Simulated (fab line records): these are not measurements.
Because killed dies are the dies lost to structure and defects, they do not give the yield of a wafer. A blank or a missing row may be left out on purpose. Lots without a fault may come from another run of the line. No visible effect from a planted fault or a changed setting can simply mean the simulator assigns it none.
Code-filled problem report in 8D (eight disciplines) form :: flow sky130 :: the parts of the form that need people (team, actions taken, sign-off) are left out

1. PROBLEM STATEMENT
At SKY_METAL2_SPUTTER_00, chamber_pressure_pa averages 0.3616 Pa over 6 wafers from 2 lots, while fault-free wafers read 0.4000 Pa, standard deviation 0.00072. That puts it -53 standard deviations away from the usual mean.
The step: material Ti, target thk 15 nm, time 10 s.
First observed at day 40 07:25: wafer L259.1, on pvd_sputter-03. The record has a number at this step for 36 wafers belonging to 12 lots. The rule behind "out" and "out of limits": a value lying over 4 standard deviations away from the usual mean. The other wafers with a number count as sound.

2. WHAT IT IS, AND WHAT IT ISN'T
question: which readings at this step
is: chamber_pressure_pa
is not: -

question: which lots
is: L259, L261
is not: L240, L241, L242, L243, L244, L247, L248, L250, L256, L263

question: which wafers of those lots
is: all that have a number
is not: -

question: read on which tools
is: pvd_sputter-03
is not: pvd_sputter-01, pvd_sputter-02

question: when
is: from day 40 07:25
is not: up to then (27 sound wafers); but 3 sound wafers of L263 came after

3. SUSPECTS, AND WHAT RULES EACH OUT
Counting: any tool at a process step up to the reading is kept as a suspect provided that every lot that is out went through it and no sound lot did after the first of them.
- pvd_sputter-03 at SKY_METAL2_SPUTTER_00 (material Ti, target thk 15 nm, time 10 s): kept. Every lot that is out went through it, starting with L259 (day 40 07:25), and after that it ran no sound lot; the last sound lot it ran before then is L256 (day 38 18:00). Its own chamber_pressure_pa readings are out on those wafers.
The count leaves pvd_sputter-03 at SKY_METAL2_SPUTTER_00.

4. THE CAUSE (what the simulator had put in)
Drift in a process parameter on pvd_sputter-03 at SKY_METAL2_SPUTTER_00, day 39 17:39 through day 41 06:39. From 0.4, the setting chamber_pressure_pa moved by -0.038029. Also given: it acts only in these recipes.
Only this tool survived the counting.

5. THE CHAIN OF EFFECTS, in route order
Rows list readings where the struck wafers' mean (over those with a number) sits beyond 3 standard deviations from the usual. Only readings whose record carries a usual standard deviation are examined. hours: median over the lots of the time between each lot's start at the first step of this table that gives one and its start at this step. sigmas: the change, counted in usual standard deviations.
hours: 0
step: SKY_METAL2_SPUTTER_00
reading: chamber_pressure_pa
usual: 0.4000 Pa
on struck wafers: 0.3616
change: -0.0384
sigmas: -53
Process steps it contains:
- SKY_METAL2_SPUTTER_00: material Ti, target thk 15 nm, time 10 s.
Later measuring or inspecting steps at which every struck wafer that the step has a row for has a number for every such reading, and none has moved that far: SKY_METAL2_OVL_MEAS_16.

6. HOW IT WOULD HAVE BEEN CAUGHT EARLIER
14 hours passed between the start of the fault at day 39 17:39 and the first reading out of limits in this record, taken at day 40 07:25.
